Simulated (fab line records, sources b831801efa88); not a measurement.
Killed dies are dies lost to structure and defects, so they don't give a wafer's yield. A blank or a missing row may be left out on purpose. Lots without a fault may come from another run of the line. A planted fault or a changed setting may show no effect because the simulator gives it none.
Problem report in the 8D (eight disciplines) form, filled by code | flow gf180mcu | the parts of the form that need people (team, actions taken, sign-off) are left out

1. THE PROBLEM
POLY_GATE_CVD_00_THK at GF_POLY_GATE_THK_MEAS_01 reads a mean of 170.3 nm on 6 wafers of 2 lots; wafers without a fault read 199.2 nm with a standard deviation of 1.7. That is -17 standard deviations from the usual mean.
First seen on wafer L880.1, day 10 14:14, on film_metro-04. The record holds 36 wafers of 12 lots with a number at this step. Rule for "out", or "out of limits": more than 4 standard deviations from the usual mean. The other wafers with a number count as sound.

2. WHAT IT IS AND WHAT IT IS NOT
question                    | is                           | is not
which readings at this step | POLY_GATE_CVD_00_THK         | -
which lots                  | L880, L881                   | L874, L877, L878, L879, L891, L892, L894, L895, L896, L897
which wafers of those lots  | all that have a number       | -
read on which gauges        | film_metro-02, film_metro-04 | film_metro-01
when                        | from day 10 14:14            | up to then (12 sound wafers); but 18 sound wafers of L891, L892, L894, L895, L896, L897 came after

3. SUSPECTS, AND WHAT RULES EACH OUT
Counting: a tool at a process step up to the reading stays a suspect if it ran every lot that is out and no sound lot after the first of them.
- the gauge at GF_POLY_GATE_THK_MEAS_01: ruled out. The wafers that are out were read on 2 gauges (film_metro-02, film_metro-04).
- lpcvd-02 at GF_POLY_GATE_CVD_00 (deposits poly-Si, target thk 200 nm, time 1200 s): ruled out as a lasting fault. Sound lots L891, L892, L896, L897 ran on it after its first lot that is out, L880 (day 10 12:55).
Left after counting: nothing in the record.

4. THE CAUSE (what the simulator had put in)
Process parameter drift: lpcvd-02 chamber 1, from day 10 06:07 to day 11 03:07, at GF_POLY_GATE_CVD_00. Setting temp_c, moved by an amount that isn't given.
Counting ruled it out, wrongly: the rule takes a fault to strike every lot that its tool runs from its start on, and this one did not.

5. THE CHAIN OF EFFECTS, in route order
Each row: a reading whose mean over the struck wafers that have a number lies more than 3 standard deviations from the usual. Only readings for which the record gives a usual standard deviation are gone through. hours: the time from each lot's start at the first step in this table that gives one to its start at this step, as a median over the lots. sigmas: the change in usual standard deviations.
hours | step                     | reading              | usual      | on struck wafers | change | sigmas
0     | GF_POLY_GATE_CVD_00      | spike_tc_bottom_C    | 644.4 C    | 637.0            | -7.4   | -6.2
0     | GF_POLY_GATE_CVD_00      | spike_tc_centre_C    | 620.9 C    | 616.0            | -4.9   | -3.5
0     | GF_POLY_GATE_CVD_00      | spike_tc_lower_C     | 619.7 C    | 613.2            | -6.5   | -5.0
0     | GF_POLY_GATE_CVD_00      | spike_tc_top_C       | 637.5 C    | 630.0            | -7.5   | -5.4
0     | GF_POLY_GATE_CVD_00      | spike_tc_upper_C     | 619.4 C    | 613.1            | -6.3   | -4.8
0     | GF_POLY_GATE_CVD_00      | susceptor_temp_C     | 619.95 C   | 613.43           | -6.52  | -22
2     | GF_POLY_GATE_THK_MEAS_01 | POLY_GATE_CVD_00_THK | 199.2 nm   | 170.3            | -28.9  | -17
20    | GF_POLY_GATE_ETCH_13     | oes_product_au       | 0.988 a.u. | 0.895            | -0.093 | -12
The process steps in it:
- GF_POLY_GATE_CVD_00: deposits poly-Si, target thk 200 nm, time 1200 s.
- GF_POLY_GATE_ETCH_13: etches poly-Si in HBr/Cl2, stops on SiO2, target depth 198.5 nm, time 69.6 s.
Later measuring or inspecting steps at which every struck wafer that the step has a row for has a number for every such reading, and none has moved that far: GF_POLY_GATE_CD_MEAS_10, GF_POLY_GATE_OVL_MEAS_11, GF_HV_LDD_CD_MEAS_07.

6. WHAT WOULD HAVE CAUGHT IT SOONER
In this record the first reading out of limits at a measuring or inspecting step was taken at day 10 14:14, 8 hours after the fault began at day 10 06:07.
The tool's own readings at GF_POLY_GATE_CVD_00 were out on every struck wafer that the step has a row for (spike_tc_bottom_C, spike_tc_lower_C, spike_tc_top_C, spike_tc_upper_C, susceptor_temp_C): an alarm limit on them would have fired on the first of those.
